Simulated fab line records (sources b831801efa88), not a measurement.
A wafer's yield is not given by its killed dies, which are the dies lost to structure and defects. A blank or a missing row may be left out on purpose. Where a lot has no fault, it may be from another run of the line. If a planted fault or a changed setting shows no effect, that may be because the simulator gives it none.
Chamber matching -- flow sky130 -- 4 sister chambers for SKY_VIA3_CMP_02 on cmp-02
The step polishes SiO2. 4 wafers are shown with their chamber, then 7 later ones without.

## WAFERS WITH THEIR CHAMBER
wafer,chamber,motor current A (A)
L188.1,0,12.0
L188.6,2,13.7
L191.2,3,12.3
L191.3,1,10.7

## WAFERS MISSING THEIR CHAMBER
wafer,motor current A (A)
L191.5,11.1
L195.1,11.6
L195.4,11.1
L195.6,9.8
L206.1,12.4
L206.4,11.9
L206.6,10.7

## EACH ONE'S CHAMBER
wafer,from the rows above,in truth
L191.5,can't be placed: 1 or 0 or 3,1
L195.1,can't be placed: 0 or 3 or 1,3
L195.4,can't be placed: 1 or 0 or 3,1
L195.6,1,1
L206.1,can't be placed: 3 or 0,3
L206.4,can't be placed: 0 or 3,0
L206.6,1,1
Placed correctly: 2 of 7. Not placeable from these rows: 5 (in 5, the candidates include the true chamber). 0 placed wrongly.
How it was worked out, from the rows above alone: a wafer's distance from a chamber is the root of the sum, over the readings, of the square of ((its reading less the chamber's mean) divided by the reading's scatter). If the next closest chamber is less than 2 further off than the closest, the wafer can't be placed; otherwise it belongs to the closest. Each chamber's mean is taken over the wafers shown for it. The scatter: with one shown wafer a chamber, the root of the mean of the squares of how far each hidden wafer lies from its nearest shown one.
